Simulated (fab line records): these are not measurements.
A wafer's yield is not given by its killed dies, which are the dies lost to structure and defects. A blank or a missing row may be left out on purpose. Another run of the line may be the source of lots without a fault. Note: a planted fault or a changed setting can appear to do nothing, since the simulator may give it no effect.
Struck lot and sound lot, side by side    flow sky130    15 out of 708 route steps
Sound: wafers L211.1, L211.4, L211.6. Wafers struck: L226.2, L226.4, L226.5. The cause is named last.
Per side, at each step with rows, come the tool, then ch with its chambers, and then its first start. Under that, the readings that differ: sound wafers    struck wafers    difference of the means    sigmas: that difference in standard deviations of wafers without a fault.
alike: a reading whose means differ by less than 2 such deviations, as well as words and numbers matching on both sides. not compared: withheld readings; readings where some wafer has no value; bounds like >300 that might hide an equal value; numbers whose values overlap and for which the record gives no deviation.
A row with sigmas, a row that says differs or no value, or rows on one side alone: a step with any of these is where the two part. Numbers that don't overlap but have no deviation are shown without sigmas and don't part them. A reading missing from all wafers of one side parts the sides only when that side holds two or more wafers.

first, 2 steps without rows for these wafers: SKY_POLY_GATE_CLEAN_19 (cleans in SC1/SC2, time 150 s); SKY_POLY_GATE_OXIDATION_20 (stabilise 600 s, purge 300 s, target thk 4 nm).
SKY_POLY_GATE_THK_MEAS_21:
  sound on film metro-03, day 17 14:45; struck on film metro-02, day 22 19:31
reading                       sound           struck          difference  sigmas
POLY_GATE_OXIDATION_THK (nm)  4.02 3.99 4.11  3.86 3.91 3.86  -0.16       -2
SKY_POLY_GATE_CD_MEAS_22:
  sound on cd sem-01, day 17 14:49; struck on cd sem-01, day 22 19:35
  alike: cd nm
then, 7 steps without rows for these wafers: SKY_LDD_N_DEHYDRATE_00 (time 60 s); SKY_LDD_N_HMDS_01 (prime time 60 s); SKY_LDD_N_COAT_02 (resist thk 300 nm); SKY_LDD_N_SOFTBAKE_03 (time 60 s); SKY_LDD_N_EXPOSE_04 (exposes mask NTM, target cd 840 nm); SKY_LDD_N_PEB_05; SKY_LDD_N_DEVELOP_06 (develop time 60 s).
SKY_LDD_N_OVL_MEAS_07:
  sound on overlay-02, day 18 21:04; struck on overlay-01, day 24 01:10
reading         sound         struck          difference  sigmas
LDD_N_OVL (nm)  0.3 -0.3 1.2  -3.2 -1.6 -2.4  -2.8        -2
SKY_LDD_N_IMPLANT_08:
  sound on implanter-04 ch 0, day 18 21:06; struck on implanter-04 ch 0, day 24 01:31
reading             sound                        struck                         difference  sigmas
dose ions cm2       7.517e+13 7.491e+13 7.5e+13  6.579e+13 6.575e+13 6.573e+13  -9.270e+12  -99 or more
faraday current uA  432 424 417                  355 377 362                    -60         -7
next, for these wafers, 1 step has no rows: SKY_LDD_N_IMPLANT_09.
-- a jump in the record: the struck wafers' starts before and after are 26 days apart (it breaks off in module LDD_N and resumes in module PAD_OPEN, where the first step shown is number 708 of the route) --
SKY_PAD_OPEN_PROBE_99:
  sound on prober-01, day 46 18:26; struck on prober-02, day 50 02:37
reading                      sound              struck             difference  sigmas
model.etest.tip n.rs ohm sq  440.4 443.6 444.6  448.3 449.9 446.6  +5.4        
  alike: killed_at_M0_to_M3, killed_at_M4_up, killed at contacts, killed at front end, killed at other, killed dies, killed open, killed short

WHERE THEY PART
Last at SKY_LDD_N_IMPLANT_08 as far as this record goes, first at SKY_POLY_GATE_THK_MEAS_21. Later steps at which nothing parts them and some readings are alike: SKY_PAD_OPEN_PROBE_99.

WHY: whatever the simulator had introduced
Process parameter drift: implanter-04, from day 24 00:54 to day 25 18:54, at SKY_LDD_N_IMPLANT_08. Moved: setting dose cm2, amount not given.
